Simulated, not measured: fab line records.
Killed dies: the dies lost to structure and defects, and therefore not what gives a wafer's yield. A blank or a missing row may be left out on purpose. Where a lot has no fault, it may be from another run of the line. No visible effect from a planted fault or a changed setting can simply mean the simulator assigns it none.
Comparing a struck lot with a sound one	flow gf180mcu	44 steps out of a route of 602
Sound: the wafers L990.1, L990.2, L990.6. Wafers struck: L997.1, L997.3, L997.6. At the end, the cause is stated.
At each step with rows: each side's tool, then ch and its chambers, then its first start. Under that, the readings that differ: sound wafers	struck wafers	difference of the means	sigmas: that difference in standard deviations of wafers without a fault.
alike: readings whose means differ by less than 2 such deviations, and words and numbers that are the same on both sides. not compared: withheld readings, readings that some wafer has no value for, bounds like >300 that may hide the same value, and numbers for which the record gives no deviation and whose values overlap.
A row with sigmas, a row that says differs or no value, or rows on one side alone: a step with any of these is where the two part. Numbers that don't overlap but have no deviation are shown without sigmas and don't part them. A reading missing from all wafers of one side parts the sides only when that side holds two or more wafers.

first, 1 step without rows for these wafers: GF_LVPWELL_IMPLANT_09.
GF_LVPWELL_STRIP_10: strips in O2/N2.
  sound on plasma_asher-02 ch 0,1, day 4 14:41; struck on plasma_asher-04 ch 0, day 6 08:32
reading	sound	struck	difference	sigmas
heater_power_w (W)	302 283 274	362 359 361	+74	+3
  alike: drypump_motor_current_A, oes_product_au, strip_time_to_endpoint_s
  not compared: rf_hours_counter_h
GF_LVPWELL_TW_MEAS_11:
  sound on film_metro-03 at day 4 14:47; struck on film_metro-02 at day 6 08:38
  alike: LVPWELL_TW
then, 7 steps without rows for these wafers: GF_MVSD_DEHYDRATE_00 (time 60 s); GF_MVSD_HMDS_01 (prime time 60 s); GF_MVSD_COAT_02 (resist thk 3000 nm); GF_MVSD_SOFTBAKE_03; GF_MVSD_EXPOSE_04 (exposes mask MVSD, target cd 1000 nm); GF_MVSD_PEB_05; GF_MVSD_DEVELOP_06 (develop time 60 s).
GF_MVSD_OVL_MEAS_07:
  sound on overlay-02 at day 5 04:34; struck on overlay-02 at day 7 00:25
  alike: MVSD_OVL
then, 1 step without rows for these wafers: GF_MVSD_IMPLANT_08.
GF_MVSD_IMPLANT_09:
  sound on implanter-01 ch 0, day 5 04:44; struck on implanter-03 ch 0, day 7 00:37
reading	sound	struck	difference	sigmas
dose_ions_cm2	5.005e+12 4.996e+12 4.999e+12	5.25e+12 5.258e+12 5.255e+12	+2.54e+11	+43
faraday_current_uA	27.9 28.8 27.9	29.9 29.6 28.6	+1.2	+2
  alike: beam_on_s
GF_MVSD_STRIP_10: strips in O2/N2.
  sound on plasma_asher-03 ch 0,1, day 5 04:53; struck on plasma_asher-04 ch 0,1, day 7 00:46
reading	sound	struck	difference	sigmas
strip_time_to_endpoint_s (s)	36.91 36.82 36.88	37.06 37.25 36.97	+0.22	+2
  alike: drypump_motor_current_A, heater_power_w, oes_product_au
  not compared: rf_hours_counter_h
GF_MVSD_TW_MEAS_11:
  sound on film_metro-01 at day 5 04:59; struck on film_metro-03 at day 7 00:52
  alike: MVSD_TW
then, 7 steps without rows for these wafers: GF_MVPSD_DEHYDRATE_00 (time 60 s); GF_MVPSD_HMDS_01 (prime time 60 s); GF_MVPSD_COAT_02 (resist thk 3000 nm); GF_MVPSD_SOFTBAKE_03; GF_MVPSD_EXPOSE_04 (exposes mask MVPSD, target cd 1000 nm); GF_MVPSD_PEB_05; GF_MVPSD_DEVELOP_06 (develop time 60 s).
GF_MVPSD_OVL_MEAS_07:
  sound on overlay-01 at day 5 19:31; struck on overlay-02 at day 7 16:19
  alike: MVPSD_OVL
then, 2 steps without rows for these wafers: GF_MVPSD_IMPLANT_08; GF_MVPSD_IMPLANT_09.
GF_MVPSD_STRIP_10: strips in O2/N2.
  sound on plasma_asher-02 ch 0,1, day 5 19:52; struck on plasma_asher-02 ch 0, day 7 16:40
  alike: drypump_motor_current_A, heater_power_w, oes_product_au, strip_time_to_endpoint_s
  not compared: rf_hours_counter_h
GF_MVPSD_TW_MEAS_11:
  sound on film_metro-03 at day 5 19:58; struck on film_metro-03 at day 7 16:46
  alike: MVPSD_TW
then, 7 steps without rows for these wafers: GF_VT_IMPLANT_DEHYDRATE_00 (time 60 s); GF_VT_IMPLANT_HMDS_01 (prime time 60 s); GF_VT_IMPLANT_COAT_02 (resist thk 1000 nm); GF_VT_IMPLANT_SOFTBAKE_03 (time 60 s); GF_VT_IMPLANT_EXPOSE_04 (exposes mask LVPWELL LV AREA, target cd 600 nm); GF_VT_IMPLANT_PEB_05; GF_VT_IMPLANT_DEVELOP_06 (develop time 60 s).
GF_VT_IMPLANT_OVL_MEAS_07:
  sound on overlay-01 at day 6 10:35; struck on overlay-02 at day 8 09:07
reading	sound	struck	difference	sigmas
VT_IMPLANT_OVL (nm)	1.8 0.9 3.6	-0.9 -1.5 -0.3	-3.0	-2
then, 1 step without rows for these wafers: GF_VT_IMPLANT_IMPLANT_08.
GF_VT_IMPLANT_STRIP_09: strips in O2/N2.
  sound on plasma_asher-02 ch 0,1, day 6 10:46; struck on plasma_asher-03 ch 1, day 8 09:19
reading	sound	struck	difference	sigmas
heater_power_w (W)	281 305 279	375 357 362	+76	+3
  alike: drypump_motor_current_A, oes_product_au, strip_time_to_endpoint_s
  not compared: rf_hours_counter_h
GF_VT_IMPLANT_TW_MEAS_10:
  sound on film_metro-01 at day 6 10:52; struck on film_metro-04 at day 8 09:25
  alike: VT_IMPLANT_TW
then, 4 steps without rows for these wafers: GF_VT_IMPLANT_DEHYDRATE_11 (time 60 s); GF_VT_IMPLANT_HMDS_12 (prime time 60 s); GF_VT_IMPLANT_COAT_13 (resist thk 1000 nm); GF_VT_IMPLANT_SOFTBAKE_14 (time 60 s).
-- the record jumps here: 2 days lie between the struck wafers' starts before and after --
GF_VT_IMPLANT_RS_MEAS_46: the measuring method here is four-point-probe.
  sound on film_metro-01 at day 8 11:36; struck on film_metro-01 at day 10 17:31
reading	sound	struck	difference	sigmas
MVSD_RS (ohm/sq)	459.0 459.3 459.6	452.4 451.3 452.9	-7.1	-5
-- here the record skips 22 days between the struck wafers' starts before and after, leaving off in module VT_IMPLANT and picking up in module PASSIVATION (first step shown: number 602 of the route) --
GF_PASSIVATION_PROBE_99:
  the record has rows for the struck wafers here (prober-01, day 32 15:02) and none for the sound ones

WHERE THEY PART
First at GF_LVPWELL_STRIP_10; last, within this record, at GF_PASSIVATION_PROBE_99.

WHY: what the simulator had put in
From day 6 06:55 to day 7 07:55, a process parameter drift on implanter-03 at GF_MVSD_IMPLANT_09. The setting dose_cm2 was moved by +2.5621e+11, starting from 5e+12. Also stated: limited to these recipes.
